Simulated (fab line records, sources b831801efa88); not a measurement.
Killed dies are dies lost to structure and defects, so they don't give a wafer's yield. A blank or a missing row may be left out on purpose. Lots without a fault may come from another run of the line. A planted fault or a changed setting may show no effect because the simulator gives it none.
Which tool did it? | flow sky130 | 11 lots, 33 wafers sampled, at 3 steps of a route of 708

WHAT THE GAUGES READ, wafer by wafer
SKY_VIA3_BOW_MEAS_03.
lot  | measured     | on            | VIA3_BOW (um)
L427 | day 39 20:10 | film_metro-02 | 87 80 82
L431 | day 41 06:26 | film_metro-02 | 140 115 136
L432 | day 41 11:50 | film_metro-03 | 127 108 105
L433 | day 41 19:50 | film_metro-03 | 130 136 125
L439 | day 43 06:28 | film_metro-04 | 91 85 74
L442 | day 44 18:05 | film_metro-02 | 82 75 85
L443 | day 44 19:53 | film_metro-03 | 83 77 72
L440 | day 44 20:20 | film_metro-02 | 91 76 83
L444 | day 44 21:33 | film_metro-03 | 70 84 69
L445 | day 44 23:58 | film_metro-03 | 93 91 91
L446 | day 45 04:31 | film_metro-04 | 75 85 87

WHICH TOOL RAN EACH LOT (tool, then ch and the chambers of the sampled wafers, then the start)
lot  | SKY_CAPM_METAL_ETCH_13            | SKY_VIA3_CMP_02
L427 | rie_metal-03 ch 0,1, day 38 17:25 | cmp-01 ch 0,1,3, day 39 19:52
L431 | rie_metal-03 ch 0, day 40 03:32   | cmp-02 ch 2,3, day 41 06:08
L432 | rie_metal-01 ch 1, day 40 09:20   | cmp-01 ch 0,1,2, day 41 11:35
L433 | rie_metal-03 ch 0,1, day 40 16:05 | cmp-02 ch 0,1,2, day 41 19:30
L439 | rie_metal-02 ch 0,1, day 42 03:17 | cmp-01 ch 0,2, day 43 06:10
L442 | rie_metal-02 ch 0,1, day 43 18:31 | cmp-02 ch 1,2, day 44 17:47
L443 | rie_metal-03 ch 0,1, day 43 21:07 | cmp-02 ch 0,1,2, day 44 19:37
L440 | rie_metal-02 ch 0,1, day 43 22:20 | cmp-01 ch 1,2,3, day 44 20:02
L444 | rie_metal-02 ch 0,1, day 44 00:25 | cmp-01 ch 0,1,2, day 44 21:20
L445 | rie_metal-01 ch 0,1, day 44 02:05 | cmp-01 ch 0,1,3, day 44 23:43
L446 | rie_metal-03 ch 0,1, day 44 05:37 | cmp-02 ch 0,1,2, day 45 04:16
- SKY_CAPM_METAL_ETCH_13: etches TiN in Cl2/BCl3, stops on SiO2, target depth 220 nm, time 62.9 s.
- SKY_VIA3_CMP_02: polishes SiO2.

THE ANSWER, worked out from the rows above alone
Rule: what is usual is taken from the lots themselves. Put in order of their means at a reading, lots are off if they are a third of the lots or fewer, leave a main group of 4 or more, and stand apart from it by a gap of 3 or more times the standard deviation of the main group's means; of several such gaps the widest counts. A main group whose means are all the same, to the digits that the tables above print for the reading, isn't used. A lot without any number at a reading at which 4 lots or more have one is off too. The other lots that the step has rows for count as sound.
Off: L431, L432, L433, at SKY_VIA3_BOW_MEAS_03 (VIA3_BOW). The main group: mean 82 um, standard deviation 4.7.
A tool fits if, at a process step before that reading, it ran every lot that is off, and no sound lot after the first of them. The gauges at SKY_VIA3_BOW_MEAS_03 are tried like those tools. None of those tried fits.

WHAT THE SIMULATOR HAD PUT IN
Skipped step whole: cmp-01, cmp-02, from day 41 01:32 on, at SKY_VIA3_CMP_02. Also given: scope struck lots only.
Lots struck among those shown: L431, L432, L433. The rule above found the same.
